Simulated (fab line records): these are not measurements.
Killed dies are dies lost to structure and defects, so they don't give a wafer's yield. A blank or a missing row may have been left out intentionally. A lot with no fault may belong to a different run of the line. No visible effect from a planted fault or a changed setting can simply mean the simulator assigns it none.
What tool caused it? -- flow sky130 -- Sampling: 14 lots, 42 wafers, 2 of 708 route steps

WHAT EACH GAUGE READ, for each wafer
The record lacks any reading of a measuring or inspecting step that a usual standard deviation could be used to judge.

EACH LOT AND THE TOOL THAT RAN IT (in order: tool; ch and the chambers of the sampled wafers; start)
lot,SKY_VT_ADJUST_LVTN_COAT_02,SKY_VT_ADJUST_LVTN_STRIP_09
L540,"litho_track-01 ch 0, day 6 19:29","plasma_asher-03 ch 0,1, day 7 05:19"
L541,"litho_track-03 ch 0, day 6 19:34","plasma_asher-02 ch 0,1, day 7 05:26"
L543,"litho_track-01 ch 0, day 7 13:50","plasma_asher-02 ch 1, day 8 00:43"
L544,"litho_track-02 ch 0, day 7 17:31","plasma_asher-04 ch 0,1, day 8 04:17"
L545,"litho_track-03 ch 0, day 7 22:56","plasma_asher-04 ch 0,1, day 8 10:16"
L547,"litho_track-01 ch 0, day 8 09:32","plasma_asher-04 ch 0,1, day 8 20:40"
L549,"litho_track-02 ch 0, day 9 02:40","plasma_asher-04 ch 0,1, day 9 14:24"
L551,"litho_track-02 ch 0, day 9 12:29","plasma_asher-03 ch 0,1, day 10 00:29"
L552,"litho_track-03 ch 0, day 10 00:43","plasma_asher-03 ch 0,1, day 10 13:14"
L555,"litho_track-03 ch 0, day 10 17:35","plasma_asher-02 ch 0,1, day 11 05:36"
L556,"litho_track-01 ch 0, day 10 22:43","plasma_asher-04 ch 0,1, day 11 11:11"
L559,"litho_track-03 ch 0, day 11 23:32","plasma_asher-03 ch 0,1, day 12 11:26"
L562,"litho_track-01 ch 0, day 12 19:55","plasma_asher-02 ch 0,1, day 13 08:48"
L563,"litho_track-02 ch 0, day 13 03:13","plasma_asher-03 ch 0,1, day 13 16:17"
- SKY_VT_ADJUST_LVTN_COAT_02: resist thk 3000 nm.
- SKY_VT_ADJUST_LVTN_STRIP_09: strips in O2/N2.

WHAT THE TOOLS THEMSELVES READ (means of the sampled wafers that have a number; where no wafer has one, the mark that the record gives instead)
SKY_VT_ADJUST_LVTN_COAT_02.
lot,tool,spin_speed_rpm (rpm)
L540,litho_track-01,1999.0
L541,litho_track-03,2000.4
L543,litho_track-01,2000.4
L544,litho_track-02,1999.3
L545,litho_track-03,2000.6
L547,litho_track-01,2001.8
L549,litho_track-02,2000.5
L551,litho_track-02,1998.7
L552,litho_track-03,2001.0
L555,litho_track-03,2001.2
L556,litho_track-01,1999.5
L559,litho_track-03,2000.7
L562,litho_track-01,1999.3
L563,litho_track-02,2001.2

SKY_VT_ADJUST_LVTN_STRIP_09.
lot,tool,chamber_pressure_mTorr (mTorr),drypump_motor_current_A (A),n2_flow_sccm (sccm),oes_product_au (a.u.),strip_time_to_endpoint_s (s)
L540,plasma_asher-03,1499.8,5.7,299.6,0.722,36.91
L541,plasma_asher-02,1501.0,5.3,300.0,0.719,36.75
L543,plasma_asher-02,1500.1,5.0,300.6,0.723,36.90
L544,plasma_asher-04,1500.5,5.4,300.2,0.725,37.10
L545,plasma_asher-04,1499.6,5.4,301.5,0.722,36.98
L547,plasma_asher-04,1500.4,5.4,299.8,0.726,37.00
L549,plasma_asher-04,1500.1,5.5,299.3,0.722,36.80
L551,plasma_asher-03,1501.5,5.8,300.5,0.727,37.04
L552,plasma_asher-03,1500.6,5.8,299.3,0.725,36.84
L555,plasma_asher-02,1500.6,5.6,300.1,0.724,27.43
L556,plasma_asher-04,1501.4,5.4,299.6,0.722,36.91
L559,plasma_asher-03,1500.7,5.7,299.1,0.718,27.36
L562,plasma_asher-02,1498.8,5.3,299.9,0.724,36.84
L563,plasma_asher-03,1500.3,5.7,300.5,0.721,37.11

THE ANSWER, worked out from the rows above alone
Rule: usual is defined by the lots themselves. The widest of any qualifying gaps counts: lots, ordered by their means at a reading, are off when they make up no more than a third of the lots, leave a main group of 4 or more, and stand apart from it by 3 or more times the standard deviation of that group's means. The tables above print the reading to a certain number of digits; a main group whose means all agree to those digits is not used. Also off: a lot with no number at a reading for which 4 or more lots have one. All remaining lots with rows at the step are treated as sound. Order of review: gauges by route order, followed by the tools' own readings, for which a lot's mean as printed above is used. The first step at which some lot is off is used, and at that step the reading that is off furthest; a lot without a number counts as furthest.
Off: L555, L559 (SKY_VT_ADJUST_LVTN_STRIP_09, strip_time_to_endpoint_s). The main group has a mean of 36.93 s with a standard deviation of 0.11.
A tool fits if, at that step or a process step before it, it ran every lot that is off, and no sound lot after the first of them. One fits: SKY_VT_ADJUST_LVTN_COAT_02 on litho_track-03. Its last sound lot is L552 (day 10 00:43), its first lot that is off L555 (day 10 17:35): a fault that began between those two fits.

WHAT THE SIMULATOR HAD PUT IN
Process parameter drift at SKY_VT_ADJUST_LVTN_COAT_02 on litho_track-03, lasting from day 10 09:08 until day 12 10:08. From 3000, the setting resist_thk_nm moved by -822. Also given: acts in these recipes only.
Struck lots among those shown: L555, L559. The same result came from the rule above.
